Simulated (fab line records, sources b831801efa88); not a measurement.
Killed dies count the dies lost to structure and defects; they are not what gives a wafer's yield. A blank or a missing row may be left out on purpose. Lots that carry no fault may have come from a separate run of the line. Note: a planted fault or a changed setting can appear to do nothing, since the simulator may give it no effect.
A struck lot beside a sound one / flow gf180mcu / 17 out of 602 route steps
Sound: these wafers, L999.1, L999.2, L999.5. Struck: wafers L105.1, L105.6. (L105.2 of the same lot was not struck and is left out.) The cause comes at the end.
Each step with rows lists, per side, the tool, then ch with its chambers, then its first start. Under that, the readings that differ: sound wafers / struck wafers / difference of the means / sigmas: that difference in standard deviations of wafers without a fault.
alike: a reading whose means differ by less than 2 such deviations, as well as words and numbers matching on both sides. not compared: withheld readings; readings where some wafer has no value; bounds like >300 that might hide an equal value; numbers whose values overlap and for which the record gives no deviation.
Wherever a step has rows on one side only, a row that says differs or no value, or a row with sigmas, the two part there. Non-overlapping numbers with no deviation appear without sigmas and do not part them. Lack of a reading on every wafer of one side parts them only where that side has two or more wafers.

first, 2 steps without rows for these wafers: GF_CONTACT_PEB_12 (peb time 90 s); GF_CONTACT_DEVELOP_13 (develop time 60 s).
GF_CONTACT_CD_MEAS_14: the cd target is 220 nm.
  sound on cd-sem-01, day 17 10:58; struck on cd-sem-01, day 19 10:38
  alike: cd-nm
GF_CONTACT_OVL_MEAS_15:
  sound on overlay-02, day 17 11:05; struck on overlay-02, day 19 10:46
reading=CONTACT_OVL (nm); sound=8 1 2; struck=-17 -13; difference=-19; sigmas=-3
GF_CONTACT_ETCH_16: etches BARC in N2/H2.
  sound on rie-diel-01 ch 0,2,3, day 17 11:08; struck on rie-diel-03 ch 2,3, day 19 10:47
  alike: drypump-motor-current-A, oes-product-au, throttle-valve-pct
GF_CONTACT_ETCH_17: etches SiO2 in C4F8/O2/Ar, stops on CoSi2, target depth 860 nm.
  sound on rie-diel-01 ch 0,2,3; struck on rie-diel-03 ch 2,3
  alike: oes-product-au
then, 4 steps without rows for these wafers: GF_CONTACT_STRIP_18 (strips in O2/N2); GF_CONTACT_CLEAN_19 (cleans in SPM); GF_CONTACT_CLEAN_20 (cleans in DIW); GF_CONTACT_CLEAN_21 (cleans in dHF, time 20 s).
GF_CONTACT_SPUTTER_22: material Ti, target thk 15 nm, time 80.02 s.
  sound on pvd-sputter-03, day 17 11:41; struck on pvd-sputter-04, day 19 11:15
  alike: throttle-valve-pct
GF_CONTACT_SPUTTER_23: material TiN, target thk 10 nm, time 40 s.
  sound on pvd-sputter-03, day 17 11:45; struck on pvd-sputter-04, day 19 11:19
  alike: throttle-valve-pct
GF_CONTACT_CVD_24: deposits W, target thk 300 nm, time 90.339 s.
  sound on cvd-w-01 ch 0,1, day 17 11:47; struck on cvd-w-01 ch 1, day 19 11:21
reading=susceptor-temp-C (C); sound=400.20 399.82 399.61; struck=392.62 392.74; difference=-7.20; sigmas=-34
reading=model.W_of_CONTACT_CVD_24.thk-nm (nm); sound=298.5 303.2 303.5; struck=259.7 262.1; difference=-40.8; sigmas=
  alike: heater-power-w
GF_CONTACT_RS_MEAS_25: measures by four-point-probe.
  sound on film-metro-04, day 17 11:53; struck on film-metro-04, day 19 11:27
reading=CONTACT_W_RS (ohm/sq); sound=0.386 0.379 0.378; struck=0.443 0.439; difference=+0.060; sigmas=+13
GF_CONTACT_THK_MEAS_26: measures by xrf.
  sound on film-metro-04, day 17 12:01; struck on film-metro-04, day 19 11:34
reading=CONTACT_W_THK (nm); sound=298 301 302; struck=257 258; difference=-43; sigmas=-9
GF_CONTACT_CMP_27: polishes, stops on SiO2, t overpolish 15 s, target thk 0 nm.
  sound on cmp-01 ch 1,2,3, day 17 12:07; struck on cmp-02 ch 1,2, day 19 11:41
reading=time-to-endpoint-s (s); sound=69 70 80; struck=63 65; difference=-9; sigmas=-2
  alike: motor-current-A, platen-rpm, retaining-ring-pressure-frac
then, 1 step without rows for these wafers: GF_PASSIVATION_PROBE_99.

## WHERE THEY PART
Last at GF_CONTACT_CMP_27 as far as this record goes, first at GF_CONTACT_OVL_MEAS_15.

WHY: whatever the simulator had introduced
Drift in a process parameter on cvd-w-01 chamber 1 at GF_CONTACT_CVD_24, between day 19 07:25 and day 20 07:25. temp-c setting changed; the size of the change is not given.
